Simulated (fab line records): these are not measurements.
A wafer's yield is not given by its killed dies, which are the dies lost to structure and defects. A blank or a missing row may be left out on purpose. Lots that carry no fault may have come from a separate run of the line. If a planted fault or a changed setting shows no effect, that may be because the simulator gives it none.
What tool caused it? | flow sky130 | 11 lots, 33 wafers sampled, at 1 step of a route of 708

## WHAT EACH GAUGE READ, for each wafer
SKY_METAL3_CD_MEAS_13: the cd target is 300 nm.
lot  | measured     | on        | cd nm (nm)
L779 | day 38 08:07 | cd sem-01 | 297.8 299.1 299.1
L781 | day 38 20:32 | cd sem-01 | 298.8 297.9 298.7
L784 | day 39 18:23 | cd sem-02 | 296.9 297.0 296.1
L785 | day 40 03:59 | cd sem-01 | 303.1 303.5 303.5
L786 | day 40 16:34 | cd sem-01 | 300.6 301.2 300.8
L788 | day 41 10:33 | cd sem-01 | 297.0 295.9 296.0
L796 | day 43 14:14 | cd sem-01 | 302.0 302.7 302.9
L798 | day 44 03:22 | cd sem-01 | 299.5 300.2 301.0
L799 | day 44 03:41 | cd sem-02 | 299.9 300.4 299.8
L800 | day 44 11:07 | cd sem-01 | 299.0 300.3 298.8
L802 | day 45 01:38 | cd sem-02 | 301.1 300.7 298.7

## WHICH TOOL RAN EACH LOT (tool, then ch and the chambers of the sampled wafers, then the start)
The record shows no process step preceding these readings.

## THE ANSWER, worked out from the rows above alone
Rule: what is usual is taken from the lots themselves. The widest of any qualifying gaps counts: lots, ordered by their means at a reading, are off when they make up no more than a third of the lots, leave a main group of 4 or more, and stand apart from it by 3 or more times the standard deviation of that group's means. A main group is skipped when, at the precision printed for the reading in the tables above, its means are all equal. Also off: a lot with no number at a reading for which 4 or more lots have one. Where the step has rows for the other lots, those lots are counted as sound.
No lot is off at any reading shown: from this, nothing can be told.

## WHAT THE SIMULATOR HAD PUT IN
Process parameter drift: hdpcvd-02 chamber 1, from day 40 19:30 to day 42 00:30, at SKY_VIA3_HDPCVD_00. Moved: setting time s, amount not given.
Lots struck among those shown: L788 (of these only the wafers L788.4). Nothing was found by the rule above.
